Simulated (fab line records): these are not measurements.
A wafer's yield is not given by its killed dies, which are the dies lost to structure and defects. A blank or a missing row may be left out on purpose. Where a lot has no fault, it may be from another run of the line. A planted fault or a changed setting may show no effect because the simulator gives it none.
The tool behind it: which one? :: flow sky130 :: Sampling: 11 lots, 33 wafers, 6 of 708 route steps

== WHAT THE GAUGES READ, wafer by wafer ==
SKY_NWELL_OVL_MEAS_10.
lot: L820
measured: day 4 23:53
on: overlay-02
NWELL_00_OVL (nm): 0.6 -0.2 0.7

lot: L822
measured: day 5 12:02
on: overlay-02
NWELL_00_OVL (nm): 1.3 0.3 1.8

lot: L827
measured: day 6 21:52
on: overlay-02
NWELL_00_OVL (nm): 0.4 -0.1 0.6

lot: L828
measured: day 7 06:29
on: overlay-01
NWELL_00_OVL (nm): -3.2 -1.8 -2.1

lot: L830
measured: day 7 11:29
on: overlay-01
NWELL_00_OVL (nm): - - -

lot: L831
measured: day 7 19:08
on: overlay-01
NWELL_00_OVL (nm): - - -

lot: L832
measured: day 7 20:54
on: overlay-01
NWELL_00_OVL (nm): - - -

lot: L834
measured: day 8 14:32
on: overlay-01
NWELL_00_OVL (nm): -1.6 -1.1 -3.6

lot: L835
measured: day 8 21:12
on: overlay-01
NWELL_00_OVL (nm): 0.2 -1.8 -1.5

lot: L838
measured: day 9 09:23
on: overlay-01
NWELL_00_OVL (nm): -0.8 -2.3 -1.3

lot: L841
measured: day 10 06:47
on: overlay-02
NWELL_00_OVL (nm): 2.6 1.6 0.1

SKY_NWELL_TW_MEAS_26.
lot: L820
measured: day 5 18:41
on: film-metro-02
NWELL_2_TW: 493.9 494.1 493.0

lot: L822
measured: day 6 07:38
on: film-metro-03
NWELL_2_TW: 494.6 497.2 495.6

lot: L827
measured: day 7 18:25
on: film-metro-03
NWELL_2_TW: 496.9 493.3 494.5

lot: L828
measured: day 8 02:53
on: film-metro-02
NWELL_2_TW: 494.0 492.5 495.4

lot: L830
measured: day 8 07:44
on: film-metro-03
NWELL_2_TW: 1835.6 1821.3 1828.4

lot: L831
measured: day 8 15:44
on: film-metro-01
NWELL_2_TW: 1798.5 1808.5 1802.1

lot: L832
measured: day 8 17:09
on: film-metro-01
NWELL_2_TW: 1800.7 1801.9 1803.1

lot: L834
measured: day 9 12:38
on: film-metro-02
NWELL_2_TW: 495.0 497.7 496.6

lot: L835
measured: day 9 19:06
on: film-metro-03
NWELL_2_TW: 494.1 497.8 497.2

lot: L838
measured: day 10 07:50
on: film-metro-01
NWELL_2_TW: 494.0 491.8 495.1

lot: L841
measured: day 11 06:20
on: film-metro-02
NWELL_2_TW: 497.1 493.9 498.0

SKY_POLY_GATE_THK_MEAS_21.
lot: L820
measured: day 16 23:34
on: film-metro-01
POLY_GATE_OXIDATION_THK (nm): 3.92 3.87 3.94

lot: L822
measured: day 17 16:52
on: film-metro-03
POLY_GATE_OXIDATION_THK (nm): 4.03 3.95 4.03

lot: L827
measured: day 20 03:35
on: film-metro-03
POLY_GATE_OXIDATION_THK (nm): 3.88 3.94 3.91

lot: L828
measured: day 20 15:17
on: film-metro-03
POLY_GATE_OXIDATION_THK (nm): 3.95 3.91 3.97

lot: L830
measured: day 20 21:35
on: film-metro-01
POLY_GATE_OXIDATION_THK (nm): 4.03 3.99 4.03

lot: L831
measured: day 21 07:07
on: film-metro-03
POLY_GATE_OXIDATION_THK (nm): 3.93 3.93 4.04

lot: L832
measured: day 21 11:13
on: film-metro-01
POLY_GATE_OXIDATION_THK (nm): 4.04 3.94 4.07

lot: L834
measured: day 22 15:19
on: film-metro-01
POLY_GATE_OXIDATION_THK (nm): 4.05 4.03 4.01

lot: L835
measured: day 23 02:14
on: film-metro-04
POLY_GATE_OXIDATION_THK (nm): 4.00 4.04 4.03

lot: L838
measured: day 23 16:47
on: film-metro-04
POLY_GATE_OXIDATION_THK (nm): 3.94 3.79 3.77

lot: L841
measured: day 24 14:25
on: film-metro-03
POLY_GATE_OXIDATION_THK (nm): 3.95 4.07 4.08

== WHAT TOOL EACH LOT RAN ON (gives the tool, then ch and the chambers of the sampled wafers, and finally the start) ==
lot: L820
SKY_NWELL_COAT_05: litho-track-03 ch 0, day 4 15:26
SKY_VT_ADJUST_LVTN_STRIP_09: plasma-asher-04 ch 0,1, day 7 08:32
SKY_POLY_GATE_STRIP_18: plasma-asher-04 ch 0,1, day 16 22:10

lot: L822
SKY_NWELL_COAT_05: litho-track-03 ch 0, day 5 02:44
SKY_VT_ADJUST_LVTN_STRIP_09: plasma-asher-01 ch 0,1, day 7 22:20
SKY_POLY_GATE_STRIP_18: plasma-asher-03 ch 1, day 17 15:14

lot: L827
SKY_NWELL_COAT_05: litho-track-03 ch 0, day 6 12:10
SKY_VT_ADJUST_LVTN_STRIP_09: plasma-asher-01 ch 0,1, day 9 12:59
SKY_POLY_GATE_STRIP_18: plasma-asher-04 ch 0,1, day 20 01:07

lot: L828
SKY_NWELL_COAT_05: litho-track-04 ch 0, day 6 19:56
SKY_VT_ADJUST_LVTN_STRIP_09: plasma-asher-01 ch 0,1, day 9 21:52
SKY_POLY_GATE_STRIP_18: plasma-asher-03 ch 0,1, day 20 13:53

lot: L830
SKY_NWELL_COAT_05: litho-track-02, day 7 01:44
SKY_VT_ADJUST_LVTN_STRIP_09: plasma-asher-02 ch 0,1, day 10 02:31
SKY_POLY_GATE_STRIP_18: plasma-asher-03 ch 0,1, day 20 20:11

lot: L831
SKY_NWELL_COAT_05: litho-track-02, day 7 09:08
SKY_VT_ADJUST_LVTN_STRIP_09: plasma-asher-01 ch 0,1, day 10 11:25
SKY_POLY_GATE_STRIP_18: plasma-asher-03 ch 0,1, day 21 05:43

lot: L832
SKY_NWELL_COAT_05: litho-track-03, day 7 10:50
SKY_VT_ADJUST_LVTN_STRIP_09: plasma-asher-01 ch 0,1, day 10 13:04
SKY_POLY_GATE_STRIP_18: plasma-asher-01 ch 0,1, day 21 09:49

lot: L834
SKY_NWELL_COAT_05: litho-track-02 ch 0, day 8 04:20
SKY_VT_ADJUST_LVTN_STRIP_09: plasma-asher-02 ch 0,1, day 11 10:47
SKY_POLY_GATE_STRIP_18: plasma-asher-04 ch 0,1, day 22 13:55

lot: L835
SKY_NWELL_COAT_05: litho-track-02 ch 0, day 8 11:11
SKY_VT_ADJUST_LVTN_STRIP_09: plasma-asher-04 ch 0,1, day 11 18:01
SKY_POLY_GATE_STRIP_18: plasma-asher-04 ch 0,1, day 23 00:51

lot: L838
SKY_NWELL_COAT_05: litho-track-02 ch 0, day 8 21:41
SKY_VT_ADJUST_LVTN_STRIP_09: plasma-asher-02 ch 0,1, day 12 06:53
SKY_POLY_GATE_STRIP_18: plasma-asher-03 ch 0,1, day 23 15:23

lot: L841
SKY_NWELL_COAT_05: litho-track-03 ch 0, day 9 19:32
SKY_VT_ADJUST_LVTN_STRIP_09: plasma-asher-04 ch 0,1, day 13 07:35
SKY_POLY_GATE_STRIP_18: plasma-asher-01 ch 0,1, day 24 12:35
- SKY_NWELL_COAT_05: resist thk 3000 nm.
- SKY_VT_ADJUST_LVTN_STRIP_09: strips in O2/N2.
- SKY_POLY_GATE_STRIP_18: strips in O2/N2.

== WHAT THE TOOLS THEMSELVES READ (means of the sampled wafers that have a number; where no wafer has one, the mark that the record gives instead) ==
SKY_NWELL_COAT_05.
lot: L820
tool: litho-track-03
chill-plate-temp-C (C): 22.92
dispense-pressure-kPa (kPa): 51.9

lot: L822
tool: litho-track-03
chill-plate-temp-C (C): 22.98
dispense-pressure-kPa (kPa): 51.9

lot: L827
tool: litho-track-03
chill-plate-temp-C (C): 23.10
dispense-pressure-kPa (kPa): 52.0

lot: L828
tool: litho-track-04
chill-plate-temp-C (C): 23.02
dispense-pressure-kPa (kPa): 57.7

lot: L830
tool: litho-track-02
chill-plate-temp-C (C): -
dispense-pressure-kPa (kPa): -

lot: L831
tool: litho-track-02
chill-plate-temp-C (C): -
dispense-pressure-kPa (kPa): -

lot: L832
tool: litho-track-03
chill-plate-temp-C (C): -
dispense-pressure-kPa (kPa): -

lot: L834
tool: litho-track-02
chill-plate-temp-C (C): 23.04
dispense-pressure-kPa (kPa): 51.6

lot: L835
tool: litho-track-02
chill-plate-temp-C (C): 22.92
dispense-pressure-kPa (kPa): 51.6

lot: L838
tool: litho-track-02
chill-plate-temp-C (C): 22.92
dispense-pressure-kPa (kPa): 51.6

lot: L841
tool: litho-track-03
chill-plate-temp-C (C): 23.05
dispense-pressure-kPa (kPa): 51.9

SKY_VT_ADJUST_LVTN_STRIP_09.
lot: L820
tool: plasma-asher-04
drypump-motor-current-A (A): 5.5
n2-flow-sccm (sccm): 300.9
oes-product-au (a.u.): 0.722
strip-time-to-endpoint-s (s): 36.85

lot: L822
tool: plasma-asher-01
drypump-motor-current-A (A): 5.7
n2-flow-sccm (sccm): 299.9
oes-product-au (a.u.): 0.722
strip-time-to-endpoint-s (s): 36.94

lot: L827
tool: plasma-asher-01
drypump-motor-current-A (A): 5.5
n2-flow-sccm (sccm): 300.9
oes-product-au (a.u.): 0.723
strip-time-to-endpoint-s (s): 36.62

lot: L828
tool: plasma-asher-01
drypump-motor-current-A (A): 5.5
n2-flow-sccm (sccm): 299.4
oes-product-au (a.u.): 0.724
strip-time-to-endpoint-s (s): 36.99

lot: L830
tool: plasma-asher-02
drypump-motor-current-A (A): 5.1
n2-flow-sccm (sccm): 300.3
oes-product-au (a.u.): 0.726
strip-time-to-endpoint-s (s): 36.94

lot: L831
tool: plasma-asher-01
drypump-motor-current-A (A): 5.6
n2-flow-sccm (sccm): 299.6
oes-product-au (a.u.): 0.729
strip-time-to-endpoint-s (s): 36.72

lot: L832
tool: plasma-asher-01
drypump-motor-current-A (A): 5.7
n2-flow-sccm (sccm): 299.4
oes-product-au (a.u.): 0.715
strip-time-to-endpoint-s (s): 36.96

lot: L834
tool: plasma-asher-02
drypump-motor-current-A (A): 5.0
n2-flow-sccm (sccm): 300.0
oes-product-au (a.u.): 0.724
strip-time-to-endpoint-s (s): 36.83

lot: L835
tool: plasma-asher-04
drypump-motor-current-A (A): 5.5
n2-flow-sccm (sccm): 299.6
oes-product-au (a.u.): 0.719
strip-time-to-endpoint-s (s): 36.80

lot: L838
tool: plasma-asher-02
drypump-motor-current-A (A): 5.1
n2-flow-sccm (sccm): 300.5
oes-product-au (a.u.): 0.725
strip-time-to-endpoint-s (s): 36.76

lot: L841
tool: plasma-asher-04
drypump-motor-current-A (A): 5.5
n2-flow-sccm (sccm): 300.0
oes-product-au (a.u.): 0.721
strip-time-to-endpoint-s (s): 36.82

SKY_POLY_GATE_STRIP_18.
lot: L820
tool: plasma-asher-04
drypump-motor-current-A (A): 5.6
n2-flow-sccm (sccm): 299.3
oes-product-au (a.u.): 0.358
strip-time-to-endpoint-s (s): 3.13

lot: L822
tool: plasma-asher-03
drypump-motor-current-A (A): 6.4
n2-flow-sccm (sccm): 301.1
oes-product-au (a.u.): 0.360
strip-time-to-endpoint-s (s): 3.14

lot: L827
tool: plasma-asher-04
drypump-motor-current-A (A): 5.5
n2-flow-sccm (sccm): 299.7
oes-product-au (a.u.): 0.356
strip-time-to-endpoint-s (s): 3.09

lot: L828
tool: plasma-asher-03
drypump-motor-current-A (A): 6.1
n2-flow-sccm (sccm): 300.2
oes-product-au (a.u.): 0.358
strip-time-to-endpoint-s (s): 3.13

lot: L830
tool: plasma-asher-03
drypump-motor-current-A (A): 6.1
n2-flow-sccm (sccm): 300.6
oes-product-au (a.u.): 0.362
strip-time-to-endpoint-s (s): 3.18

lot: L831
tool: plasma-asher-03
drypump-motor-current-A (A): 5.8
n2-flow-sccm (sccm): 299.5
oes-product-au (a.u.): 0.358
strip-time-to-endpoint-s (s): 3.19

lot: L832
tool: plasma-asher-01
drypump-motor-current-A (A): 5.7
n2-flow-sccm (sccm): 301.0
oes-product-au (a.u.): 0.358
strip-time-to-endpoint-s (s): 3.15

lot: L834
tool: plasma-asher-04
drypump-motor-current-A (A): 5.5
n2-flow-sccm (sccm): 300.3
oes-product-au (a.u.): 0.356
strip-time-to-endpoint-s (s): 3.13

lot: L835
tool: plasma-asher-04
drypump-motor-current-A (A): 5.6
n2-flow-sccm (sccm): 300.0
oes-product-au (a.u.): 0.362
strip-time-to-endpoint-s (s): 3.14

lot: L838
tool: plasma-asher-03
drypump-motor-current-A (A): 5.8
n2-flow-sccm (sccm): 300.3
oes-product-au (a.u.): 0.359
strip-time-to-endpoint-s (s): 3.11

lot: L841
tool: plasma-asher-01
drypump-motor-current-A (A): 5.7
n2-flow-sccm (sccm): 300.3
oes-product-au (a.u.): 0.361
strip-time-to-endpoint-s (s): 3.21

== THE ANSWER, worked out from the rows above alone ==
Rule: the usual values come from the lots themselves. The widest of any qualifying gaps counts: lots, ordered by their means at a reading, are off when they make up no more than a third of the lots, leave a main group of 4 or more, and stand apart from it by 3 or more times the standard deviation of that group's means. Not used: any main group whose means are identical at the precision the tables above print for the reading. A lot without any number at a reading at which 4 lots or more have one is off too. Where the step has rows for the other lots, those lots are counted as sound. First the gauges in route order, then the tools' own readings, where a lot's mean is used as printed above. The first step at which some lot is off is used, and at that step the reading that is off furthest; a lot without a number counts as furthest.
Off: L830, L831, L832, seen at SKY_NWELL_OVL_MEAS_10 (NWELL_00_OVL). Without a number there: L830, L831, L832. Mean -0.5 nm and standard deviation 1.4 in the main group.
If a tool, at a process step before that reading, ran all the lots that are off and no sound lot after the first of them, it fits. The gauges at SKY_NWELL_OVL_MEAS_10 aren't tried: what is off there is off at SKY_NWELL_TW_MEAS_26 too, on other tools, and a gauge's error can't cause that. Of those tried, none fits.

== WHAT THE SIMULATOR HAD INSERTED ==
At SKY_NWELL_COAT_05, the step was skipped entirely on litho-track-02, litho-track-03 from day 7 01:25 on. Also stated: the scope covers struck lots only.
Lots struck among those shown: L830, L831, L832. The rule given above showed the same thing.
